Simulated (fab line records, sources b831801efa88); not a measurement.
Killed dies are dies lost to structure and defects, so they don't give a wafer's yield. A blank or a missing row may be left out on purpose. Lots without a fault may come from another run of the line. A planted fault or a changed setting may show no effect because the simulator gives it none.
Tool commonality check | flow sky130 | 13 lots, 45 wafers sampled

WHY IT WAS OPENED
At SKY_LDD_P_TW_MEAS_11 the reading LDD_P_TW is flagged on 2 of 13 lots. Wafers without a fault read 635, standard deviation 3.1.
Rule: a lot is flagged when every wafer of it that has a number lies more than 4 standard deviations from that mean, or none has a number. The other lots count as sound.

lot  | measured     | on            | LDD_P_TW, wafer by wafer | flag
L544 | day 19 10:22 | film_metro-01 | 637 637 637              |
L547 | day 20 00:23 | film_metro-01 | 633 636 636              |
L548 | day 20 05:29 | film_metro-03 | 636 635 633              |
L553 | day 22 08:10 | film_metro-01 | 603 602 606 603 602 603  | FLAGGED
L554 | day 22 11:10 | film_metro-04 | 636 637 635              |
L556 | day 23 03:37 | film_metro-04 | 606 609 610 611 613 613  | FLAGGED
L559 | day 24 14:46 | film_metro-01 | 637 636 633              |
L561 | day 25 17:02 | film_metro-03 | 635 633 632              |
L562 | day 26 02:46 | film_metro-03 | 631 632 633              |
L564 | day 26 03:23 | film_metro-03 | 630 633 634              |
L565 | day 27 09:29 | film_metro-01 | 631 629 630              |
L567 | day 27 09:52 | film_metro-03 | 639 638 637              |
L566 | day 27 22:58 | film_metro-03 | 640 637 635              |
The numbers of the flagged lots are 607 on average: -28 against the usual, or -9 standard deviations.

WHICH TOOL RAN EACH LOT
The record holds 1 process step before the reading, out of a route of 708 steps. In each cell: the tool, then ch and the chambers that the sampled wafers went through, then the start.
lot  | flag    | SKY_LDD_P_IMPLANT_09
L544 |         | implanter-04 ch 0, day 19 10:10
L547 |         | implanter-03 ch 0, day 20 00:08
L548 |         | implanter-04 ch 0, day 20 05:14
L553 | FLAGGED | implanter-04 ch 0, day 22 07:49
L554 |         | implanter-03 ch 0, day 22 10:55
L556 | FLAGGED | implanter-04 ch 0, day 23 03:22
L559 |         | implanter-03 ch 0, day 24 14:32
L561 |         | implanter-03 ch 0, day 25 16:47
L562 |         | implanter-03 ch 0, day 26 02:31
L564 |         | implanter-02 ch 0, day 26 03:08
L565 |         | implanter-03 ch 0, day 27 09:14
L567 |         | implanter-04 ch 0, day 27 09:37
L566 |         | implanter-03 ch 0, day 27 22:44
What these steps do:
- SKY_LDD_P_IMPLANT_09
- SKY_LDD_P_TW_MEAS_11

FLAGGED OVER TOTAL, TOOL BY TOOL (the gauges that took the reading come last)
step                 | tool          | lots run | flagged | share of the flagged lots | sound lots run after its first flagged lot
SKY_LDD_P_IMPLANT_09 | implanter-02  | 1        | 0       | none                      | -
SKY_LDD_P_IMPLANT_09 | implanter-03  | 7        | 0       | none                      | -
SKY_LDD_P_IMPLANT_09 | implanter-04  | 5        | 2       | all                       | 1 (L567)
SKY_LDD_P_TW_MEAS_11 | film_metro-01 | 5        | 1       | some                      | 2 (L559,L565)
SKY_LDD_P_TW_MEAS_11 | film_metro-03 | 6        | 0       | none                      | -
SKY_LDD_P_TW_MEAS_11 | film_metro-04 | 2        | 1       | some                      | 0

WHAT THE TABLE ALLOWS
1 row of the table ran every flagged lot: implanter-04 at SKY_LDD_P_IMPLANT_09.
- implanter-04 at SKY_LDD_P_IMPLANT_09: 2 of its 5 lots flagged. Sound lots ran on it after the first flagged one (L567), which a lasting fault on the whole tool wouldn't allow. Its own readings lie more than 4 standard deviations out on every wafer of the flagged lots: beam_energy_keV.
No row of the table ran every flagged lot and no sound lot after the first.

WHAT THE SIMULATOR HAD PUT IN
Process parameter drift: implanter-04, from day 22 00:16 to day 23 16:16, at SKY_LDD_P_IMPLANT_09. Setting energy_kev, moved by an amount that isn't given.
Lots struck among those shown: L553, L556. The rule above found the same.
